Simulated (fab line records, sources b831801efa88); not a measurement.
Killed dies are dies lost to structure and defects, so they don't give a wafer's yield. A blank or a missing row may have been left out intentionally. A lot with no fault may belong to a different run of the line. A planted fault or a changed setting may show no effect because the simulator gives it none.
fab line records	flow sky130
record: lots: 12	wafers: 36	lastDay: 50
route steps=708 shown VT_ADJUST_LVTN@106 VT_ADJUST_PCH@151 SONOS_TUNNEL@161 SONOS_ONO@169 PAD_OPEN@708
lots untouched by any fault: they come from a run of this same line in which no faults occurred
startH: start of the lot's first displayed wafer, in hours after the record's first day	waitH: hours since the lot's step before	" identical to the entry in the row above	L1.1+2: one row covering several wafers at once	- no value, or no start given	* or withheld: withheld	< > ~ a bound
route shown NAME@n: a module of which the file shows steps, and the number in the route of the first	usual: average and standard deviation across the fault-free wafers	same: alike in all rows	chamber/n: place in a boat	sites: per-site readings	_std_site: the standard deviation of these	_edge_site: outer sites' mean less inner sites'	radiusMm: how far each site lies from the wafer's centre	mask NAME#n: copy n	behind: the most recent tool/chamber to have shaped the wafer	hold: reason for holding the lot/hours on hold/outcome of the hold	device: the n, p or np transistor that did not switch	end of line: the route-end tests of the same wafers	step lacking rows: just its recipe	killed: the dies lost at the first sort to structure and to defects; this is not the yield of the wafer	map: shows each die of a wafer: x if killed, . if not, _ if none is there
set.NAME: setting as actually run; set.NAME@STEP: the setting as run at that earlier step	model.NAME: the simulator's own value behind a step, which no gauge read
the route's steps for a sample of lots (tables are steps, rows are wafers)
services: a tool's chamber out of use, with start hour (startH, from the record's first day; less than 0 if before it), hours out, and reason
== steps ==
step: SKY_VT_ADJUST_LVTN_STRIP_09
recipe: chemistry: O2/N2	powerW: 1400	pressureMtorr: 1500	platenTempC: withheld	o2FlowSccm: 3000	n2FlowSccm: 300	overashFraction: 0.5
usual: drypumpMotorCurrentA: 5.79/0.26	n2FlowSccm: 299.7/0.86	oesProductAu: 0.722/0.0046	stripTimeToEndpointS: 36.96/0.15
same: overashFraction: 0.5
lot.wafer	tool	chamber	startH	waitH	drypumpMotorCurrentA	n2FlowSccm	oesProductAu	rfHoursCounterH	stripTimeToEndpointS
L109.4	plasmaAsher-03	1	156.19	0.1	5.42	299.8	0.715	-	36.81
L109.5	"	1	"	"	5.42	299.5	0.716	-	36.81
L109.6	"	0	"	"	5.65	299.2	0.719	-	36.76
L108.1	plasmaAsher-03	0	160.00	0.1	5.68	301.8	0.730	33	36.69
L108.3	"	0	"	"	5.66	299.4	0.721	-	36.86
L108.4	"	1	"	"	5.42	299.7	0.722	-	36.72
L110.4	plasmaAsher-03	0	161.69	0.1	5.67	299.1	0.721	-	37.06
L110.5	"	1	"	"	5.43	299.7	0.719	-	36.94
L110.6	"	0	"	"	5.64	298.5	0.722	-	37.09
L113.1	plasmaAsher-02	0	178.81	0.1	5.61	299.6	0.725	52	37.06
L113.2	"	1	"	"	5.83	300.2	0.721	52	37.08
L113.4	"	1	"	"	5.80	299.9	0.717	-	37.08
L112.1	plasmaAsher-03	1	180.61	0.1	5.43	298.5	0.717	35	37.13
L112.2	"	0	"	"	5.64	300.7	0.716	35	37.13
L112.3	"	0	"	"	5.64	300.9	0.731	-	37.17
L114.1	plasmaAsher-03	0	189.00	0.1	5.63	299.1	0.729	36	36.91
L114.2	"	1	"	"	5.41	299.1	0.726	36	36.90
L114.4	"	0	"	"	5.64	299.3	0.718	-	36.84
L118.1	plasmaAsher-02	1	214.80	0.1	5.79	299.5	0.721	55	36.85
L118.2	"	0	"	"	5.60	298.6	0.718	55	36.97
L118.3	"	0	"	"	5.63	299.9	0.721	-	36.89
L121.2	plasmaAsher-01	1	232.41	0.1	6.26	299.9	0.728	12	37.02
L121.3	"	1	"	"	6.27	299.9	0.717	-	37.04
L121.5	"	1	"	"	6.27	299.5	0.722	-	37.04
L123.1	plasmaAsher-02	1	252.86	0.1	5.81	300.3	0.719	59	36.72
L123.2	"	0	"	"	5.60	301.6	0.726	59	36.86
L123.5	"	0	"	"	5.62	300.6	0.734	-	36.83
L124.1	plasmaAsher-02	0	258.00	0.1	5.62	298.2	0.712	60	37.23
L124.4	"	1	"	"	5.78	299.5	0.722	-	37.15
L124.5	"	0	"	"	5.62	299.8	0.723	-	37.19
L125.1	plasmaAsher-02	1	259.95	0.1	5.75	301.2	0.729	60	36.92
L125.2	"	0	"	"	5.62	300.1	0.721	60	37.05
L125.5	"	1	"	"	5.78	300.6	0.723	-	36.97
L129.1	plasmaAsher-02	0	292.50	0.1	5.62	300.7	0.723	63	37.12
L129.3	"	1	"	"	5.79	298.9	0.726	-	37.07
L129.6	"	0	"	"	5.63	300.1	0.728	-	37.03
step: SKY_VT_ADJUST_PCH_IMPLANT_08
recipe: species: B	energyKev: 10	doseCm2: 5e+11	tiltDeg: withheld
usual: doseIonsCm2: 5e+11/5.8e+08	faradayCurrentUA: 2.82/0.058
lot.wafer	tool	chamber	startH	waitH	doseIonsCm2	faradayCurrentUA
L109.4	implanter-02	0	244.32	0.1	4.999e+11	2.82
L109.5	"	0	"	"	4.997e+11	2.78
L109.6	"	0	"	"	4.986e+11	2.92
L108.1	implanter-03	0	246.56	0.0	5e+11	2.76
L108.3	"	0	"	"	5.018e+11	2.81
L108.4	"	0	"	"	5.01e+11	2.80
L110.4	implanter-02	0	250.88	0.1	5.001e+11	2.72
L110.5	"	0	"	"	4.995e+11	2.82
L110.6	"	0	"	"	4.993e+11	2.90
L113.1	implanter-02	0	269.09	0.0	3.463e+11	1.98
L113.2	"	0	"	"	3.448e+11	1.93
L113.4	"	0	"	"	3.47e+11	1.86
L112.1	implanter-02	0	269.96	0.0	3.458e+11	1.98
L112.2	"	0	"	"	3.462e+11	1.95
L112.3	"	0	"	"	3.455e+11	1.99
L114.1	implanter-01	0	280.80	0.0	4.998e+11	2.79
L114.2	"	0	"	"	4.994e+11	2.87
L114.4	"	0	"	"	4.993e+11	2.85
L118.1	implanter-01	0	308.65	0.0	5.001e+11	2.88
L118.2	"	0	"	"	5.008e+11	2.87
L118.3	"	0	"	"	5.003e+11	2.85
L121.2	implanter-03	0	327.66	0.0	5.002e+11	2.75
L121.3	"	0	"	"	4.998e+11	2.83
L121.5	"	0	"	"	5.003e+11	2.82
L123.1	implanter-01	0	352.81	0.0	4.994e+11	3.01
L123.2	"	0	"	"	4.996e+11	2.69
L123.5	"	0	"	"	4.998e+11	2.81
L124.1	implanter-01	0	358.64	0.0	4.999e+11	2.84
L124.4	"	0	"	"	4.999e+11	2.85
L124.5	"	0	"	"	5.002e+11	2.87
L125.1	implanter-03	0	359.70	0.0	4.999e+11	2.83
L125.2	"	0	"	"	4.99e+11	2.73
L125.5	"	0	"	"	4.994e+11	2.83
L129.1	implanter-02	0	396.65	0.0	4.999e+11	2.76
L129.3	"	0	"	"	5.006e+11	2.81
L129.6	"	0	"	"	4.996e+11	2.84
step: SKY_VT_ADJUST_PCH_TW_MEAS_10
usual: VT_ADJUST_PCH_TW: 142.7/1.2
lot.wafer	tool	chamber	startH	waitH	VT_ADJUST_PCH_TW
L109.4	filmMetro-02	-	244.52	0.1	141.0
L109.5	"	-	"	"	141.2
L109.6	"	-	"	"	141.4
L108.1	filmMetro-03	-	246.81	0.1	143.4
L108.3	"	-	"	"	143.9
L108.4	"	-	"	"	143.1
L110.4	filmMetro-02	-	251.09	0.1	141.4
L110.5	"	-	"	"	140.8
L110.6	"	-	"	"	141.0
L113.1	filmMetro-03	-	269.34	0.1	130.5
L113.2	"	-	"	"	131.5
L113.4	"	-	"	"	130.7
L112.1	filmMetro-03	-	270.21	0.1	131.3
L112.2	"	-	"	"	130.5
L112.3	"	-	"	"	130.9
L114.1	filmMetro-03	-	281.05	0.1	144.5
L114.2	"	-	"	"	144.2
L114.4	"	-	"	"	144.5
L118.1	filmMetro-02	-	308.90	0.1	140.9
L118.2	"	-	"	"	141.2
L118.3	"	-	"	"	141.5
L121.2	filmMetro-02	-	327.90	0.1	141.2
L121.3	"	-	"	"	141.8
L121.5	"	-	"	"	141.4
L123.1	filmMetro-03	-	353.06	0.1	144.5
L123.2	"	-	"	"	145.0
L123.5	"	-	"	"	144.5
L124.1	filmMetro-04	-	358.89	0.1	142.5
L124.4	"	-	"	"	142.7
L124.5	"	-	"	"	141.7
L125.1	filmMetro-02	-	359.95	0.1	142.9
L125.2	"	-	"	"	141.6
L125.5	"	-	"	"	141.6
L129.1	filmMetro-03	-	396.90	0.1	144.0
L129.3	"	-	"	"	144.0
L129.6	"	-	"	"	143.9
step: SKY_SONOS_TUNNEL_CD_MEAS_07
recipe: targetCdNm: 410
usual: cdNm: 410.2/1.7
lot.wafer	tool	chamber	startH	waitH	cdNm
L109.4	cdSem-02	-	268.08	0.1	409.6
L109.5	"	-	"	"	411.5
L109.6	"	-	"	"	409.0
L108.1	cdSem-01	-	271.17	0.1	406.7
L108.3	"	-	"	"	408.5
L108.4	"	-	"	"	407.8
L110.4	cdSem-01	-	275.28	0.1	410.4
L110.5	"	-	"	"	412.0
L110.6	"	-	"	"	410.6
L113.1	cdSem-01	-	294.42	0.1	410.0
L113.2	"	-	"	"	409.8
L113.4	"	-	"	"	410.8
L112.1	cdSem-02	-	294.72	0.1	410.7
L112.2	"	-	"	"	409.9
L112.3	"	-	"	"	410.7
L114.1	cdSem-01	-	305.72	0.1	409.4
L114.2	"	-	"	"	409.0
L114.4	"	-	"	"	408.5
L118.1	cdSem-01	-	331.61	0.1	411.3
L118.2	"	-	"	"	411.4
L118.3	"	-	"	"	413.2
L121.2	cdSem-01	-	355.69	0.1	407.1
L121.3	"	-	"	"	408.9
L121.5	"	-	"	"	408.6
L123.1	cdSem-01	-	379.86	0.1	409.5
L123.2	"	-	"	"	410.4
L123.5	"	-	"	"	410.4
L124.1	cdSem-01	-	387.01	0.1	408.8
L124.4	"	-	"	"	409.9
L124.5	"	-	"	"	407.9
L125.1	cdSem-02	-	387.96	0.1	414.6
L125.2	"	-	"	"	412.6
L125.5	"	-	"	"	413.1
L129.1	cdSem-01	-	424.97	0.1	408.6
L129.3	"	-	"	"	407.8
L129.6	"	-	"	"	407.7
step: SKY_SONOS_ONO_THK_MEAS_01
recipe: reads: SiO2_of_SONOS_ONO_OXIDATION_00
usual: SONOS_ONO_OXIDATION_THK: 2.61/0.063
lot.wafer	tool	chamber	startH	waitH	SONOS_ONO_OXIDATION_THK[nm]
L109.4	filmMetro-04	-	271.31	0.0	2.62
L109.5	"	-	"	"	2.59
L109.6	"	-	"	"	2.60
L108.1	filmMetro-04	-	273.99	0.0	2.55
L108.3	"	-	"	"	2.48
L108.4	"	-	"	"	2.46
L110.4	filmMetro-01	-	278.19	0.0	2.54
L110.5	"	-	"	"	2.54
L110.6	"	-	"	"	2.43
L112.1	filmMetro-01	-	304.39	0.0	2.49
L112.2	"	-	"	"	2.60
L112.3	"	-	"	"	2.53
L113.1	filmMetro-02	-	304.39	0.0	2.49
L113.2	"	-	"	"	2.50
L113.4	"	-	"	"	2.47
L114.1	filmMetro-02	-	312.94	0.0	2.66
L114.2	"	-	"	"	2.61
L114.4	"	-	"	"	2.64
L118.1	filmMetro-04	-	333.73	0.0	2.61
L118.2	"	-	"	"	2.63
L118.3	"	-	"	"	2.63
L121.2	filmMetro-04	-	359.75	0.0	2.65
L121.3	"	-	"	"	2.70
L121.5	"	-	"	"	2.71
L123.1	filmMetro-01	-	382.94	0.0	2.70
L123.2	"	-	"	"	2.64
L123.5	"	-	"	"	2.63
L124.1	filmMetro-04	-	391.86	0.0	2.61
L124.4	"	-	"	"	2.56
L124.5	"	-	"	"	2.70
L125.1	filmMetro-02	-	391.86	0.0	2.57
L125.2	"	-	"	"	2.54
L125.5	"	-	"	"	2.49
L129.1	filmMetro-01	-	427.80	0.0	2.51
L129.3	"	-	"	"	2.57
L129.6	"	-	"	"	2.58
step: SKY_PAD_OPEN_PROBE_99
usual: killed_at_M0_to_M3: 43/7.5	killed_at_M4_up: 3.0/1.6	killedAtContacts: 23/5.8	killedAtFrontEnd: 14/4.8	killedAtOther: 0.3/0.52	killedDies: 84/9.1	killedOpen: 47/7.2	killedShort: 37/5.8
same: grossDies: 492	killedAtBackSide: 0
lot.wafer	tool	chamber	startH	waitH	killed_at_M0_to_M3	killed_at_M4_up	killedAtContacts	killedAtFrontEnd	killedAtOther	killedDies	killedOpen	killedShort
L108.1	prober-01	-	1096.01	0.1	38	4	26	7	2	77	46	31
L108.3	prober-01	-	1096.11	0.2	47	3	23	12	0	85	45	40
L108.4	prober-01	-	1096.16	0.2	39	1	22	13	0	75	46	29
L112.1	prober-01	-	1135.97	0.1	35	6	19	16	0	76	53	23
L112.2	prober-01	-	1136.02	0.1	41	2	18	11	0	72	42	30
L112.3	prober-01	-	1136.07	0.2	39	4	27	16	0	86	52	34
L114.1	prober-02	-	1136.12	0.1	40	6	20	16	1	83	49	34
L114.2	prober-02	-	1136.17	0.1	36	2	18	18	0	74	41	33
L114.4	prober-02	-	1136.27	0.2	28	3	22	12	0	65	39	26
L113.1	prober-01	-	1137.47	0.1	34	4	23	18	1	80	41	39
L113.2	prober-01	-	1137.52	0.1	27	4	22	19	0	72	42	30
L113.4	prober-01	-	1137.62	0.2	47	3	16	29	0	95	51	44
L118.1	prober-01	-	1143.64	0.1	47	1	16	12	0	76	39	37
L118.2	prober-01	-	1143.69	0.1	36	4	26	14	0	80	41	39
L118.3	prober-01	-	1143.74	0.2	49	1	29	22	0	101	61	40
L121.2	prober-02	-	1160.31	0.1	45	5	23	16	0	89	44	45
L121.3	prober-02	-	1160.36	0.2	51	3	25	21	1	101	58	43
L121.5	prober-02	-	1160.46	0.2	42	3	26	15	0	86	50	36
L124.1	prober-01	-	1174.59	0.1	52	2	19	14	0	87	52	35
L124.4	prober-01	-	1174.74	0.2	54	4	32	13	0	103	65	38
L124.5	prober-01	-	1174.79	0.2	38	3	26	14	0	81	51	30
L129.1	prober-02	-	1198.13	0.1	55	1	16	8	1	81	47	34
L129.3	prober-02	-	1198.23	0.2	49	4	15	15	0	83	50	33
L129.6	prober-02	-	1198.38	0.2	52	3	29	18	0	102	58	44
killed by level:class
L108.1 CONTACT:geometricParticle:open=13 VIA3:geometricParticle:open=9 VIA1:geometricParticle:open=8 CONTACT:geometricParticle:short=5 VIA3:geometricParticle:short=5 LI_CONTACT:geometricParticle:open=4 LI_CONTACT:geometricParticle:short=3 METAL2:geometricParticle:short=3
L108.3 VIA3:geometricParticle:open=10 CONTACT:geometricParticle:open=8 METAL1:geometricParticle:short=7 LI_CONTACT:geometricParticle:open=6 VIA1:geometricParticle:open=6 VIA2:geometricParticle:open=6 VIA1:geometricParticle:short=5 CONTACT:geometricParticle:short=4
L108.4 LI_CONTACT:geometricParticle:open=10 CONTACT:geometricParticle:open=9 VIA1:geometricParticle:short=7 VIA1:geometricParticle:open=6 VIA3:geometricParticle:open=5 VIA2:geometricParticle:open=5 POLY_CUT:geometricParticle:open=4 METAL2:geometricParticle:short=4
L112.1 VIA1:geometricParticle:open=13 CONTACT:geometricParticle:open=9 VIA3:geometricParticle:open=8 POLY_GATE:geometricParticle:open=6 LI_CONTACT:geometricParticle:open=5 FIELD_ISO:geometricParticle:open=4 METAL4:geometricParticle:short=4 METAL2:geometricParticle:short=4
L112.2 VIA1:geometricParticle:open=12 CONTACT:geometricParticle:open=8 LI_CONTACT:geometricParticle:open=4 LOCAL_INTERCONNECT:geometricParticle:short=4 METAL1:geometricParticle:short=4 METAL1:geometricParticle:open=4 VIA1:geometricParticle:short=4 VIA2:geometricParticle:open=4
L112.3 CONTACT:geometricParticle:open=10 VIA1:geometricParticle:open=9 LI_CONTACT:geometricParticle:open=7 VIA3:geometricParticle:open=7 CONTACT:geometricParticle:short=4 POLY_GATE:geometricParticle:open=4 LOCAL_INTERCONNECT:geometricParticle:short=4 VIA1:geometricParticle:short=4
L114.1 VIA1:geometricParticle:open=9 POLY_GATE:geometricParticle:open=7 LI_CONTACT:geometricParticle:open=7 CONTACT:geometricParticle:open=7 VIA3:geometricParticle:open=7 METAL2:geometricParticle:short=5 METAL1:geometricParticle:short=4 CONTACT:geometricParticle:short=4
L114.2 VIA1:geometricParticle:open=11 VIA2:geometricParticle:open=9 LI_CONTACT:geometricParticle:open=5 LOCAL_INTERCONNECT:geometricParticle:short=5 VIA3:geometricParticle:open=5 FIELD_ISO:geometricParticle:open=4 FIELD_ISO:geometricParticle:short=3 SPACER:geometricParticle:short=3
L114.4 LI_CONTACT:geometricParticle:open=9 VIA1:geometricParticle:open=8 CONTACT:geometricParticle:open=7 VIA3:geometricParticle:open=6 FIELD_ISO:geometricParticle:short=5 METAL2:geometricParticle:short=3 METAL1:geometricParticle:short=3 CONTACT:geometricParticle:short=3
L113.1 CONTACT:geometricParticle:open=11 VIA3:geometricParticle:open=7 CONTACT:geometricParticle:short=6 VIA1:geometricParticle:open=5 FIELD_ISO:geometricParticle:short=4 POLY_GATE:geometricParticle:open=4 METAL2:geometricParticle:short=4 VIA2:geometricParticle:open=4
L113.2 POLY_GATE:geometricParticle:short=10 CONTACT:geometricParticle:open=10 LI_CONTACT:geometricParticle:open=7 VIA1:geometricParticle:open=7 VIA3:geometricParticle:open=4 METAL2:geometricParticle:short=4 FIELD_ISO:geometricParticle:short=3 FIELD_ISO:geometricParticle:open=2
L113.4 VIA1:geometricParticle:open=15 VIA1:geometricParticle:short=8 METAL1:geometricParticle:short=8 FIELD_ISO:geometricParticle:open=7 VIA3:geometricParticle:open=7 FIELD_ISO:geometricParticle:short=6 POLY_GATE:geometricParticle:short=6 CONTACT:geometricParticle:open=6
L118.1 METAL1:geometricParticle:short=8 VIA3:geometricParticle:open=8 VIA1:geometricParticle:open=7 VIA2:geometricParticle:open=7 LI_CONTACT:geometricParticle:open=5 LOCAL_INTERCONNECT:geometricParticle:short=5 CONTACT:geometricParticle:open=4 VIA1:geometricParticle:short=4
L118.2 CONTACT:geometricParticle:open=12 METAL1:geometricParticle:short=7 LOCAL_INTERCONNECT:geometricParticle:short=6 VIA2:geometricParticle:open=6 VIA1:geometricParticle:open=5 FIELD_ISO:geometricParticle:short=4 FIELD_ISO:geometricParticle:open=4 LI_CONTACT:geometricParticle:open=4
L118.3 VIA1:geometricParticle:open=15 LI_CONTACT:geometricParticle:open=14 VIA2:geometricParticle:open=9 FIELD_ISO:geometricParticle:short=8 METAL1:geometricParticle:short=6 LOCAL_INTERCONNECT:geometricParticle:short=5 CONTACT:geometricParticle:open=5 VIA3:geometricParticle:open=5
L121.2 METAL1:geometricParticle:short=10 FIELD_ISO:geometricParticle:open=8 VIA2:geometricParticle:short=7 VIA2:geometricParticle:open=7 LI_CONTACT:geometricParticle:open=6 CONTACT:geometricParticle:open=6 VIA1:geometricParticle:open=5 METAL2:geometricParticle:short=5
L121.3 VIA1:geometricParticle:open=11 VIA2:geometricParticle:open=11 FIELD_ISO:geometricParticle:open=9 LI_CONTACT:geometricParticle:open=9 METAL1:geometricParticle:short=9 CONTACT:geometricParticle:open=8 METAL2:geometricParticle:short=5 FIELD_ISO:geometricParticle:short=4
L121.5 METAL1:geometricParticle:short=10 CONTACT:geometricParticle:open=9 VIA2:geometricParticle:open=8 VIA1:geometricParticle:open=7 FIELD_ISO:geometricParticle:open=6 LI_CONTACT:geometricParticle:open=6 CONTACT:geometricParticle:short=6 VIA3:geometricParticle:open=4
L124.1 VIA1:geometricParticle:open=16 CONTACT:geometricParticle:open=8 VIA2:geometricParticle:open=8 VIA3:geometricParticle:open=7 CONTACT:geometricParticle:short=6 VIA1:geometricParticle:short=6 METAL2:geometricParticle:short=5 FIELD_ISO:geometricParticle:open=3
L124.4 CONTACT:geometricParticle:open=14 LI_CONTACT:geometricParticle:open=10 VIA1:geometricParticle:open=10 VIA2:geometricParticle:open=9 VIA3:geometricParticle:open=7 CONTACT:geometricParticle:short=5 METAL1:geometricParticle:short=5 METAL2:geometricParticle:short=5
L124.5 CONTACT:geometricParticle:open=13 VIA3:geometricParticle:open=9 VIA2:geometricParticle:open=7 LI_CONTACT:geometricParticle:open=7 VIA1:geometricParticle:open=5 FIELD_ISO:geometricParticle:open=4 METAL1:geometricParticle:short=4 CONTACT:geometricParticle:short=4
L129.1 VIA1:geometricParticle:open=15 VIA3:geometricParticle:open=8 METAL1:geometricParticle:short=8 METAL2:geometricParticle:short=7 LI_CONTACT:geometricParticle:open=6 CONTACT:geometricParticle:open=6 METAL2:geometricParticle:open=4 METAL3:geometricParticle:short=4
L129.3 VIA1:geometricParticle:open=14 VIA2:geometricParticle:open=11 POLY_GATE:geometricParticle:open=5 VIA3:geometricParticle:open=5 LI_CONTACT:geometricParticle:short=5 METAL1:geometricParticle:short=4 FIELD_ISO:geometricParticle:open=3 LI_CONTACT:geometricParticle:open=3
L129.6 VIA1:geometricParticle:open=15 LI_CONTACT:geometricParticle:open=9 CONTACT:geometricParticle:open=9 VIA3:geometricParticle:open=9 METAL2:geometricParticle:short=7 VIA2:geometricParticle:short=6 FIELD_ISO:geometricParticle:short=5 POLY_GATE:geometricParticle:short=5
== services ==
tool	chamber	startH	hours	kind
plasmaAsher-03	-	139.75	11.1	repair
implanter-03	-	148.41	0.8	repair
implanter-01	-	150.70	2.6	repair
implanter-02	-	157.05	2.3	repair
implanter-02	-	174.08	2.7	repair
implanter-02	-	195.38	3.5	repair
plasmaAsher-01	-	212.78	2.8	pm
plasmaAsher-03	-	230.72	14.6	pm
implanter-01	-	263.06	2.5	pm
implanter-02	-	284.74	7.9	pm
plasmaAsher-02	-	307.86	1.8	repair
implanter-02	-	343.62	29.6	pm
plasmaAsher-01	-	360.87	1.6	repair
implanter-02	-	381.95	3.2	repair
implanter-01	-	385.75	1.8	repair
== key ==
firstSign: step: SKY_VT_ADJUST_PCH_IMPLANT_08	reading: doseIonsCm2	direction: down	sigmas: 99+	usual: *	struck: *
effect: step: SKY_VT_ADJUST_PCH_IMPLANT_08	reading: faradayCurrentUA	direction: down	sigmas: 15	usual: 2.82	struck: 1.95
effect: step: SKY_VT_ADJUST_PCH_TW_MEAS_10	reading: VT_ADJUST_PCH_TW	direction: down	sigmas: 9.6	usual: 142.7	struck: 130.9
metAt SKY_VT_ADJUST_PCH_IMPLANT_08
struckLots L112,L113
testerLeftOut L112,L113
notActingAt SKY_VT_ADJUST_LVTN_STRIP_09,SKY_SONOS_TUNNEL_CD_MEAS_07,SKY_SONOS_ONO_THK_MEAS_01
onsetBetween 250.88 269.09
fault: kind: processParameterDrift	tool: implanter-02	chamber: -	onsetH: 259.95	steps: SKY_VT_ADJUST_PCH_IMPLANT_08	channel: doseCm2	offset: *	shape: step	endH: 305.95	actsIn: *	stated: *
testerLeftOut: of these lots the tester's yield and bins aren't shown, on N5 and GAA mostly nor the transistor test; their killed dies are dies lost to structure and defects alone, not to doping, threshold or leakage, so they don't give the yield
